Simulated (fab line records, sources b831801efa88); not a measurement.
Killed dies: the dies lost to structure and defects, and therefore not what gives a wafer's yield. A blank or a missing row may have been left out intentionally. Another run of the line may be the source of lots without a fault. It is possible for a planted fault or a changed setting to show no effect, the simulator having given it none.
Which tool was responsible? :: flow gf180mcu :: 43 wafers from 15 lots sampled at 4 of the route's 602 steps

## WHAT THE GAUGES SHOWED, per wafer
GF_V2_THK_MEAS_03.
lot: L848
measured: day 19 01:14
on: film_metro-02
V2_CVD_02_THK (nm): 853 843 856

lot: L850
measured: day 20 03:58
on: film_metro-01
V2_CVD_02_THK (nm): 830 842 858

lot: L849
measured: day 20 04:38
on: film_metro-03
V2_CVD_02_THK (nm): 851 864 864

lot: L853
measured: day 21 02:16
on: film_metro-01
V2_CVD_02_THK (nm): 849 848 861

lot: L854
measured: day 21 08:27
on: film_metro-03
V2_CVD_02_THK (nm): 838 841 857

lot: L855
measured: day 22 02:00
on: film_metro-02
V2_CVD_02_THK (nm): 846 856 869

lot: L857
measured: day 22 14:28
on: film_metro-02
V2_CVD_02_THK (nm): 845 849 865

lot: L858
measured: day 22 21:46
on: film_metro-01
V2_CVD_02_THK (nm): 824 829 848

lot: L860
measured: day 23 15:29
on: film_metro-01
V2_CVD_02_THK (nm): 834 848 856

lot: L861
measured: day 24 00:53
on: film_metro-02
V2_CVD_02_THK (nm): 842 853 861

lot: L863
measured: day 24 16:02
on: film_metro-01
V2_CVD_02_THK (nm): 505 848

lot: L867
measured: day 26 04:49
on: film_metro-01
V2_CVD_02_THK (nm): 510 839

lot: L868
measured: day 26 08:36
on: film_metro-02
V2_CVD_02_THK (nm): 517 839 871

lot: L869
measured: day 26 10:17
on: film_metro-02
V2_CVD_02_THK (nm): 841 843 850

lot: L871
measured: day 27 03:04
on: film_metro-03
V2_CVD_02_THK (nm): 850 851 852

## WHAT TOOL EACH LOT RAN ON (gives the tool, then ch and the chambers of the sampled wafers, and finally the start)
lot: L848
GF_V1_CVD_02: pecvd-01 ch 0,1, day 16 22:52
GF_V1_CMP_04: cmp-01 ch 0,1,3, day 16 23:02
GF_V2_CVD_02: pecvd-01 ch 0,1,2, day 19 01:10

lot: L850
GF_V1_CVD_02: pecvd-01 ch 0,1,2, day 17 23:58
GF_V1_CMP_04: cmp-01 ch 0,1,3, day 18 00:11
GF_V2_CVD_02: pecvd-01 ch 0,1,2, day 20 03:53

lot: L849
GF_V1_CVD_02: pecvd-03 ch 1,2, day 18 01:31
GF_V1_CMP_04: cmp-01 ch 0,1,3, day 18 01:38
GF_V2_CVD_02: pecvd-02 ch 0,1,2, day 20 04:32

lot: L853
GF_V1_CVD_02: pecvd-03 ch 1,2, day 19 00:07
GF_V1_CMP_04: cmp-02 ch 0,1,3, day 19 00:15
GF_V2_CVD_02: pecvd-01 ch 0,1, day 21 02:11

lot: L854
GF_V1_CVD_02: pecvd-03 ch 0,1, day 19 06:16
GF_V1_CMP_04: cmp-02 ch 0,1,3, day 19 06:26
GF_V2_CVD_02: pecvd-01 ch 0,1,2, day 21 08:22

lot: L855
GF_V1_CVD_02: pecvd-03 ch 0,1,2, day 19 23:05
GF_V1_CMP_04: cmp-02 ch 2,3, day 19 23:16
GF_V2_CVD_02: pecvd-02 ch 0,2, day 22 01:56

lot: L857
GF_V1_CVD_02: pecvd-03 ch 1,2, day 20 12:35
GF_V1_CMP_04: cmp-01 ch 1,2,3, day 20 12:43
GF_V2_CVD_02: pecvd-03 ch 0,1, day 22 14:23

lot: L858
GF_V1_CVD_02: pecvd-01 ch 0,1,2, day 20 20:07
GF_V1_CMP_04: cmp-01 ch 0,1,2, day 20 20:15
GF_V2_CVD_02: pecvd-03 ch 0,1,2, day 22 21:41

lot: L860
GF_V1_CVD_02: pecvd-03 ch 1,2, day 21 15:19
GF_V1_CMP_04: cmp-02 ch 0,1,2, day 21 15:27
GF_V2_CVD_02: pecvd-02 ch 1,2, day 23 15:25

lot: L861
GF_V1_CVD_02: pecvd-03 ch 0,1,2, day 22 00:05
GF_V1_CMP_04: cmp-02 ch 2,3, day 22 00:13
GF_V2_CVD_02: pecvd-01 ch 0,2, day 24 00:48

lot: L863
GF_V1_CVD_02: pecvd-04 ch 0,1, day 22 15:58
GF_V1_CMP_04: cmp-01 ch 0,3, day 22 16:05
GF_V2_CVD_02: pecvd-01 ch 1,2, day 24 15:58

lot: L867
GF_V1_CVD_02: pecvd-01 ch 0,1, day 24 07:10
GF_V1_CMP_04: cmp-01 ch 1,3, day 24 07:20
GF_V2_CVD_02: pecvd-01 ch 0,2, day 26 04:44

lot: L868
GF_V1_CVD_02: pecvd-03 ch 0,1, day 24 10:56
GF_V1_CMP_04: cmp-02 ch 0,2,3, day 24 11:04
GF_V2_CVD_02: pecvd-01 ch 1,2, day 26 08:32

lot: L869
GF_V1_CVD_02: pecvd-03 ch 0,1, day 24 12:59
GF_V1_CMP_04: cmp-01 ch 2,3, day 24 13:10
GF_V2_CVD_02: pecvd-02 ch 0,2, day 26 10:13

lot: L871
GF_V1_CVD_02: pecvd-04 ch 1,2, day 25 06:28
GF_V1_CMP_04: cmp-01 ch 0,1,2, day 25 06:35
GF_V2_CVD_02: pecvd-02 ch 0,1,2, day 27 02:59
- GF_V1_CVD_02: deposits SiO2 from TEOS, target thk 850 nm, time 94.851 s.
- GF_V1_CMP_04: polishes SiO2.
- GF_V2_CVD_02: deposits SiO2 from TEOS, target thk 850 nm, time 94.851 s.

## AS READ BY THE TOOLS THEMSELVES (means over the sampled wafers that have a number; for cases with no such wafer, the mark the record gives instead)
GF_V1_CVD_02.
lot: L848
tool: pecvd-01
heater_power_outer_w (W): 260
heater_power_w (W): 455

lot: L850
tool: pecvd-01
heater_power_outer_w (W): 296
heater_power_w (W): 529

lot: L849
tool: pecvd-03
heater_power_outer_w (W): 359
heater_power_w (W): 623

lot: L853
tool: pecvd-03
heater_power_outer_w (W): 428
heater_power_w (W): 717

lot: L854
tool: pecvd-03
heater_power_outer_w (W): 327
heater_power_w (W): 612

lot: L855
tool: pecvd-03
heater_power_outer_w (W): 358
heater_power_w (W): 638

lot: L857
tool: pecvd-03
heater_power_outer_w (W): 362
heater_power_w (W): 634

lot: L858
tool: pecvd-01
heater_power_outer_w (W): 308
heater_power_w (W): 543

lot: L860
tool: pecvd-03
heater_power_outer_w (W): 364
heater_power_w (W): 652

lot: L861
tool: pecvd-03
heater_power_outer_w (W): 347
heater_power_w (W): 621

lot: L863
tool: pecvd-04
heater_power_outer_w (W): 442
heater_power_w (W): 716

lot: L867
tool: pecvd-01
heater_power_outer_w (W): 286
heater_power_w (W): 490

lot: L868
tool: pecvd-03
heater_power_outer_w (W): 340
heater_power_w (W): 601

lot: L869
tool: pecvd-03
heater_power_outer_w (W): 335
heater_power_w (W): 608

lot: L871
tool: pecvd-04
heater_power_outer_w (W): 428
heater_power_w (W): 680

GF_V1_CMP_04.
lot: L848
tool: cmp-01
motor_current_A (A): 12.3
slurry_filter_dp_kPa (kPa): 13.56
slurry_flow_ml_min: 149.9
time_to_endpoint_s (s): 80

lot: L850
tool: cmp-01
motor_current_A (A): 11.9
slurry_filter_dp_kPa (kPa): 13.41
slurry_flow_ml_min: 149.9
time_to_endpoint_s (s): 86

lot: L849
tool: cmp-01
motor_current_A (A): 12.2
slurry_filter_dp_kPa (kPa): 13.63
slurry_flow_ml_min: 150.1
time_to_endpoint_s (s): 82

lot: L853
tool: cmp-02
motor_current_A (A): 10.4
slurry_filter_dp_kPa (kPa): 13.46
slurry_flow_ml_min: 149.8
time_to_endpoint_s (s): 78

lot: L854
tool: cmp-02
motor_current_A (A): 10.8
slurry_filter_dp_kPa (kPa): 13.41
slurry_flow_ml_min: 150.0
time_to_endpoint_s (s): 83

lot: L855
tool: cmp-02
motor_current_A (A): 11.2
slurry_filter_dp_kPa (kPa): 13.57
slurry_flow_ml_min: 149.6
time_to_endpoint_s (s): 87

lot: L857
tool: cmp-01
motor_current_A (A): 12.8
slurry_filter_dp_kPa (kPa): 13.50
slurry_flow_ml_min: 149.7
time_to_endpoint_s (s): 74

lot: L858
tool: cmp-01
motor_current_A (A): 11.9
slurry_filter_dp_kPa (kPa): 13.57
slurry_flow_ml_min: 150.2
time_to_endpoint_s (s): 82

lot: L860
tool: cmp-02
motor_current_A (A): 11.0
slurry_filter_dp_kPa (kPa): 13.51
slurry_flow_ml_min: 150.0
time_to_endpoint_s (s): 79

lot: L861
tool: cmp-02
motor_current_A (A): 11.1
slurry_filter_dp_kPa (kPa): 13.42
slurry_flow_ml_min: 149.9
time_to_endpoint_s (s): 83

lot: L863
tool: cmp-01
motor_current_A (A): 11.2
slurry_filter_dp_kPa (kPa): 13.49
slurry_flow_ml_min: 149.2
time_to_endpoint_s (s): 85

lot: L867
tool: cmp-01
motor_current_A (A): 12.6
slurry_filter_dp_kPa (kPa): 13.56
slurry_flow_ml_min: 149.7
time_to_endpoint_s (s): 73

lot: L868
tool: cmp-02
motor_current_A (A): 10.9
slurry_filter_dp_kPa (kPa): 13.50
slurry_flow_ml_min: 149.9
time_to_endpoint_s (s): 84

lot: L869
tool: cmp-01
motor_current_A (A): 12.7
slurry_filter_dp_kPa (kPa): 13.50
slurry_flow_ml_min: 149.9
time_to_endpoint_s (s): 83

lot: L871
tool: cmp-01
motor_current_A (A): 12.3
slurry_filter_dp_kPa (kPa): 13.61
slurry_flow_ml_min: 149.8
time_to_endpoint_s (s): 84

GF_V2_CVD_02.
lot: L848
tool: pecvd-01
heater_power_outer_w (W): 297
heater_power_w (W): 522

lot: L850
tool: pecvd-01
heater_power_outer_w (W): 315
heater_power_w (W): 546

lot: L849
tool: pecvd-02
heater_power_outer_w (W): 358
heater_power_w (W): 603

lot: L853
tool: pecvd-01
heater_power_outer_w (W): 307
heater_power_w (W): 511

lot: L854
tool: pecvd-01
heater_power_outer_w (W): 335
heater_power_w (W): 586

lot: L855
tool: pecvd-02
heater_power_outer_w (W): 391
heater_power_w (W): 691

lot: L857
tool: pecvd-03
heater_power_outer_w (W): 350
heater_power_w (W): 625

lot: L858
tool: pecvd-03
heater_power_outer_w (W): 355
heater_power_w (W): 629

lot: L860
tool: pecvd-02
heater_power_outer_w (W): 396
heater_power_w (W): 605

lot: L861
tool: pecvd-01
heater_power_outer_w (W): 307
heater_power_w (W): 573

lot: L863
tool: pecvd-01
heater_power_outer_w (W): 327
heater_power_w (W): 574

lot: L867
tool: pecvd-01
heater_power_outer_w (W): 286
heater_power_w (W): 533

lot: L868
tool: pecvd-01
heater_power_outer_w (W): 326
heater_power_w (W): 559

lot: L869
tool: pecvd-02
heater_power_outer_w (W): 426
heater_power_w (W): 731

lot: L871
tool: pecvd-02
heater_power_outer_w (W): 353
heater_power_w (W): 598

## THE ANSWER, worked out from the rows above alone
Rule: usual is defined by the lots themselves. The widest of any qualifying gaps counts: lots, ordered by their means at a reading, are off when they make up no more than a third of the lots, leave a main group of 4 or more, and stand apart from it by 3 or more times the standard deviation of that group's means. If all means in a main group match to the digits the tables above print for the reading, that group is not used. A lot without any number at a reading at which 4 lots or more have one is off too. All remaining lots with rows at the step are treated as sound. The gauges are gone through in route order, then the tools' own readings, and for those a lot's mean is taken as printed above. At the first step where some lot is off, the reading lying furthest off is the one used; lots without a number count as furthest.
Off: L863, L867, L868, at GF_V2_THK_MEAS_03 (V2_CVD_02_THK). Mean 849 nm and standard deviation 6.7 in the main group.
If a tool, at a process step before that reading, ran all the lots that are off and no sound lot after the first of them, it fits. Gauges at GF_V2_THK_MEAS_03: tried the same way as those tools. One fits: pecvd-01 at GF_V2_CVD_02. A fault onset in the window from L861 (day 24 00:48, its last sound lot) to L863 (day 24 15:58, its first lot off) fits.

## WHAT THE SIMULATOR PUT IN
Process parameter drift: pecvd-01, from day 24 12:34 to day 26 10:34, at GF_V2_CVD_02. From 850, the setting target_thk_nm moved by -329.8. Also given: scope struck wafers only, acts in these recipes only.
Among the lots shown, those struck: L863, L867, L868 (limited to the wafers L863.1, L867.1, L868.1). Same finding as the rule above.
